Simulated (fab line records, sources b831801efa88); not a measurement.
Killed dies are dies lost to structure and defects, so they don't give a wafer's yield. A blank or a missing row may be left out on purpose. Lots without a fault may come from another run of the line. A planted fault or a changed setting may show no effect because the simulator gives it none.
fab line records | flow sky130
record lots=5 wafers=15 last_day=49
route steps=708 shown LOCAL_INTERCONNECT@393 CONTACT@406 METAL1@434 PAD_OPEN@708
lots that met no fault: from a run of the same line without faults
start_h: hours from the record's first day to the start of the lot's first wafer shown | wait_h: hours since the lot's step before | " the same as in the row above | L1.1+2: a row that stands for several wafers | - no value, or no start given | * or withheld: withheld | < > ~ a bound
route shown NAME@n: a module of which the file shows steps, and the number in the route of the first | usual: mean/standard deviation of fault-free wafers | same: alike in all rows | chamber/n: place in a boat | sites: the reading at each site | _std_site: their standard deviation | _edge_site: outer sites' mean less inner sites' | radius_mm: how far each site lies from the wafer's centre | mask NAME#n: copy n | behind: the tool/chamber that last shaped the wafer | hold: why the lot was held/for how many hours/how that ended | device: the transistor (n, p or np) that didn't switch | end of line: the same wafers' tests at the end of the route | a step without rows: its recipe alone | killed: dies lost to structure and defects at the first sort, not the wafer's yield | map: a wafer's dies, x killed, . not, _ none there
set.NAME: the setting as run; set.NAME@STEP: as run at that earlier step | model.NAME: the simulator's own value behind a step, which no gauge read
lots at some steps of the route; a table a step, a row a wafer
services: from which hour (start_h, from the record's first day; less than 0 if before it) a tool's chamber was out of use, for how many hours, and why
## steps
# step SKY_LOCAL_INTERCONNECT_COAT_06
# recipe resist=KrF-thick spin_rpm=3000 resist_thk_nm=450
# step SKY_LOCAL_INTERCONNECT_SOFTBAKE_07
# recipe temp_c=100 time_s=90 resist=KrF-thick
# step SKY_LOCAL_INTERCONNECT_EXPOSE_08
# recipe mask_id=LI1M na=0.8 source_shape=annular sigma_inner=0.55 sigma_outer=0.85 target_cd_nm=170 dose_mj=28
# step SKY_LOCAL_INTERCONNECT_PEB_09
# recipe peb_temp_c=withheld peb_time_s=withheld resist=KrF-thick
# step SKY_LOCAL_INTERCONNECT_DEVELOP_10
# recipe develop_time_s=60 resist=KrF-thick dev_temp_c=21
# step SKY_LOCAL_INTERCONNECT_ETCH_13
# recipe chemistry=N2/H2 target=BARC ion_energy_ev=200 bias_w=100 pressure_mtorr=30 n2_flow_sccm=100 h2_flow_sccm=200 icp_w=500 stop_on=SiO2 time_s=45.9 target_depth_a=600
# step SKY_LOCAL_INTERCONNECT_METAL_ETCH_14
# recipe target_depth_nm=110 stop_on=PSG chemistry=Cl2/BCl3 target=TiN resist_sidewall_deg=88 pressure_mtorr=10 icp_w=900 bias_w=48.5 Cl2_flow_sccm=60 bcl3_flow_sccm=30 time_s=31.4
# step SKY_LOCAL_INTERCONNECT_STRIP_15
# recipe chemistry=O2/N2 power_w=1400 pressure_mtorr=1500 platen_temp_c=withheld o2_flow_sccm=3000 n2_flow_sccm=300 overash_fraction=0.5
# step SKY_LOCAL_INTERCONNECT_STRIP_16
# recipe chemistry=post_etch_residue_remover time_s=1200 temp_c=72.5
# step SKY_LOCAL_INTERCONNECT_CLEAN_17
# recipe chemistry=IPA time_s=180 temp_c=25
# step SKY_LOCAL_INTERCONNECT_CLEAN_18
# recipe chemistry=O3/DIW dry=n2_spin
# columns lot.wafer tool chamber start_h wait_h
L358.3+4+5 wet_bench-04 0 766.11 0.0
L359.2+3+5 wet_bench-02 3 772.72 0.0
L366.1+2+3 wet_bench-02 3 819.21 0.0
L367.1+3+4 wet_bench-02 3 828.52 0.0
L369.1+2+5 wet_bench-02 0 830.02 0.0
# step SKY_CONTACT_CVD_00
# recipe material=Si3N4 target_thk_nm=75 temp_c=400 time_s=withheld rf_w=450
# step SKY_CONTACT_HDPCVD_02
# recipe material=SiO2 target_thk_nm=565 sigma_open_frac=0.3 time_s=94.2 temp_c=600 sih4_flow_sccm=60 pressure_mtorr=6
# step SKY_CONTACT_CMP_04
# recipe material=SiO2 down_force_psi=4 platen_rpm=60 pad_velocity_m_s=0.94248
# step SKY_CONTACT_DEHYDRATE_06
# recipe temp_c=200 time_s=60
# step SKY_CONTACT_HMDS_07
# recipe prime_time_s=60 prime_temp_c=120
# step SKY_CONTACT_COAT_08
# recipe resist=BARC temp_c=withheld time_s=withheld spin_rpm=3000 resist_thk_nm=60
# step SKY_CONTACT_COAT_09
# recipe resist=KrF-thick spin_rpm=3000 resist_thk_nm=450
# step SKY_CONTACT_SOFTBAKE_10
# recipe temp_c=100 time_s=90 resist=KrF-thick
# step SKY_CONTACT_EXPOSE_11
# recipe mask_id=CTM1 na=0.8 source_shape=annular sigma_inner=0.55 sigma_outer=0.85 target_cd_nm=170 dose_mj=38
# step SKY_CONTACT_PEB_12
# recipe peb_temp_c=withheld peb_time_s=withheld resist=KrF-thick
# step SKY_CONTACT_DEVELOP_13
# recipe develop_time_s=60 resist=KrF-thick dev_temp_c=21
# step SKY_CONTACT_ETCH_16
# recipe chemistry=N2/H2 target=BARC ion_energy_ev=200 source_w=500 bias_w=100 pressure_mtorr=30 n2_flow_sccm=100 h2_flow_sccm=200 stop_on=SiO2 time_s=45.9 target_depth_a=600
# step SKY_CONTACT_ETCH_17
# recipe target=SiO2 chemistry=C4F8/O2/Ar stop_on=Si3N4 mask_material=KrF-thick source_w=1500 bias_w=1200 pressure_mtorr=40 c4f8_flow_sccm=withheld O2_flow_sccm=6 Ar_flow_sccm=300 time_s=withheld target_depth_a=3400
# step SKY_CONTACT_ETCH_18
# recipe target=Si3N4 chemistry=CHF3/O2 stop_on=TiN source_w=600 bias_w=200 pressure_mtorr=40 chf3_flow_sccm=50 O2_flow_sccm=5 time_s=39 target_depth_a=750
# step SKY_CONTACT_STRIP_19
# recipe chemistry=O2/N2 power_w=1400 pressure_mtorr=1500 platen_temp_c=withheld o2_flow_sccm=3000 n2_flow_sccm=300 overash_fraction=0.5
# step SKY_CONTACT_STRIP_20
# recipe chemistry=post_etch_residue_remover time_s=1200 temp_c=72.5
# step SKY_CONTACT_CLEAN_21
# recipe chemistry=IPA time_s=180 temp_c=25
# step SKY_CONTACT_CLEAN_22
# recipe chemistry=O3/DIW dry=n2_spin
# step SKY_CONTACT_SPUTTER_23
# recipe material=TiN target_thk_nm=20 chamber_pressure_pa=5 power_w=4000 time_s=80
# step SKY_CONTACT_CVD_24
# recipe material=W target_thk_nm=340 time_s=102.12 temp_c=400 pressure_torr=40
# step SKY_CONTACT_CMP_27
# recipe stop_on=SiO2 t_overpolish_s=15 down_force_psi=3.5 platen_rpm=60 target_thk_nm=0 pad_velocity_m_s=0.94248
# step SKY_METAL1_SPUTTER_00
# recipe material=Ti target_thk_nm=15 power_w=3000 time_s=10 chamber_pressure_pa=0.4
# step SKY_PAD_OPEN_PROBE_99
# usual killed_at_M0_to_M3=42/6.7 killed_at_M4_up=3.0/1.9 killed_at_contacts=24/5.3 killed_at_front_end=16/4.3 killed_at_other=0.4/0.71 killed_dies=85/9.6 killed_open=46/6.5 killed_short=39/6.7
# same gross_dies=492 killed_at_back_side=0
# columns lot.wafer tool chamber start_h wait_h killed_at_M0_to_M3 killed_at_M4_up killed_at_contacts killed_at_front_end killed_at_other killed_dies killed_open killed_short
L366.1 prober-02 - 1170.45 0.1 45 2 66 9 2 124 41 36
L366.2 prober-02 - 1170.50 0.1 39 3 70 12 2 126 46 33
L366.3 prober-02 - 1170.55 0.2 44 3 52 19 3 121 44 31
L367.1 prober-02 - 1178.54 0.1 26 2 69 13 1 111 33 32
L367.3 prober-02 - 1178.64 0.2 34 3 65 14 1 117 43 34
L367.4 prober-02 - 1178.69 0.2 37 5 57 16 0 115 33 40
L369.1 prober-01 - 1178.54 0.1 32 0 64 9 0 105 43 33
L369.2 prober-01 - 1178.59 0.1 32 2 49 18 0 101 42 32
L369.5 prober-01 - 1178.74 0.2 38 3 55 14 0 110 54 30
# killed by level:class
L366.1 LOCAL_INTERCONNECT:unspecified=46 CONTACT:geometric_particle:open=13 VIA2:geometric_particle:open=10 VIA1:geometric_particle:open=7 METAL1:geometric_particle:short=7 METAL2:geometric_particle:short=5 VIA3:geometric_particle:short=5 CONTACT:geometric_particle:short=4
L366.2 LOCAL_INTERCONNECT:unspecified=45 CONTACT:geometric_particle:open=9 LI_CONTACT:geometric_particle:open=8 POLY_GATE:geometric_particle:open=7 VIA1:geometric_particle:open=7 VIA2:geometric_particle:short=6 METAL2:geometric_particle:short=5 LOCAL_INTERCONNECT:geometric_particle:short=4
L366.3 LOCAL_INTERCONNECT:unspecified=43 POLY_GATE:geometric_particle:open=7 VIA2:geometric_particle:open=7 METAL3:geometric_particle:short=6 VIA3:geometric_particle:open=6 VIA1:geometric_particle:open=5 FIELD_ISO:geometric_particle:short=4 POLY_GATE:geometric_particle:short=4
L367.1 LOCAL_INTERCONNECT:unspecified=46 CONTACT:geometric_particle:open=7 VIA1:geometric_particle:open=7 LI_CONTACT:geometric_particle:short=6 LI_CONTACT:geometric_particle:open=5 VIA1:geometric_particle:short=4 VIA2:geometric_particle:open=4 FIELD_ISO:geometric_particle:short=3
L369.1 LOCAL_INTERCONNECT:unspecified=29 CONTACT:geometric_particle:open=11 VIA3:geometric_particle:open=10 CONTACT:geometric_particle:short=8 FIELD_ISO:geometric_particle:open=5 LI_CONTACT:geometric_particle:short=5 LI_CONTACT:geometric_particle:open=5 LOCAL_INTERCONNECT:geometric_particle:short=5
L369.2 LOCAL_INTERCONNECT:unspecified=27 VIA1:geometric_particle:open=11 POLY_GATE:geometric_particle:short=9 CONTACT:geometric_particle:open=9 LI_CONTACT:geometric_particle:open=5 VIA2:geometric_particle:open=4 FIELD_ISO:geometric_particle:short=3 LOCAL_INTERCONNECT:geometric_particle:short=3
L367.3 LOCAL_INTERCONNECT:unspecified=40 LI_CONTACT:geometric_particle:open=8 VIA1:geometric_particle:open=8 VIA3:geometric_particle:open=7 LOCAL_INTERCONNECT:geometric_particle:short=5 CONTACT:geometric_particle:short=5 CONTACT:geometric_particle:open=5 FIELD_ISO:geometric_particle:open=4
L367.4 LOCAL_INTERCONNECT:unspecified=42 CONTACT:geometric_particle:short=8 VIA2:geometric_particle:open=7 VIA3:geometric_particle:open=7 FIELD_ISO:geometric_particle:short=6 METAL1:geometric_particle:short=6 POLY_GATE:geometric_particle:short=3 LOCAL_INTERCONNECT:geometric_particle:short=3
L369.5 LOCAL_INTERCONNECT:unspecified=26 LI_CONTACT:geometric_particle:open=13 VIA2:geometric_particle:open=10 CONTACT:geometric_particle:open=9 VIA3:geometric_particle:open=8 VIA1:geometric_particle:open=6 FIELD_ISO:geometric_particle:short=4 LOCAL_INTERCONNECT:geometric_particle:short=4
# map L366.2 (x killed, . not)
__________.x........_________
________.....x.x......_______
______x.....x........x.._____
_____....xxxxxx.x..xxx...____
____...x..x.xxxxxx........___
___........xxxxxxx....xx.x.__
__.......xxxxxxxxx........x._
_......x..x.xxxxxxx....x.x...
_..x.x.......xxxxxx...x....x.
_...x.....x.x.x......xx...x.x
_..xx..x.x.x..........x......
_.x....x...x..x.x...x..x....x
_x.x.x...............xx......
_..x.x..x.....x...xx..x......
_..x....xxx...x..............
__.............x......x....._
___......xx..........x...x.__
____................x..x..___
_____.....x....x...x.....____
______x.........x.xxx..x_____
________......x...x..._______
__________....x.x.x._________
# map L367.3 (x killed, . not)
__________.........._________
________......x..xx..x_______
______......x.xx....xx.._____
_____..xx....xxxx..xx.xx.____
____........xxxxxx..x.....___
___........xxxxxxx.........__
__.......x.xxxxxxxx........._
_..x.....xxxxxxx.............
_x.........xxxx.xx..x.x.xx...
_..x..........x..........xx..
_...........x...xx.......xx..
_........x..xxx........x..x.x
_.x....xx...x..x.x...xxx.....
_...x.x..x...................
_...x..x..x...xx.......xx...x
__...x.x..............xx...x_
___..x.....x.............x.__
____..............xx.....x___
_____......x......x.xx...____
______.........x.x..x..._____
________.............x_______
__________......x..._________
## services
# columns tool chamber start_h hours kind
wet_bench-04 - 768.05 3.7 repair
wet_bench-02 - 804.47 1.6 repair
## key
first_sign step=SKY_PAD_OPEN_PROBE_99 reading=killed_at_contacts direction=up sigmas=6.9 usual=24 struck=61
effect step=SKY_PAD_OPEN_PROBE_99 reading=killed_dies direction=up sigmas=3 usual=85 struck=114
met_at SKY_LOCAL_INTERCONNECT_CLEAN_18
struck_wafers L366.1,L366.2,L366.3,L367.1,L367.3,L367.4,L369.1,L369.2,L369.5
tester_left_out L366,L367,L369
onset_between 772.72 819.21
also_fits time
fault kind=chamber_particle_source tool=wet_bench-02 chamber=- onset_h=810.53 steps=SKY_LOCAL_INTERCONNECT_CLEAN_18 rate_per_visit_cm2=0.46469 end_h=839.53
# tester_left_out: of these lots the tester's yield and bins aren't shown, on N5 and GAA mostly nor the transistor test; their killed dies are dies lost to structure and defects alone, not to doping, threshold or leakage, so they don't give the yield
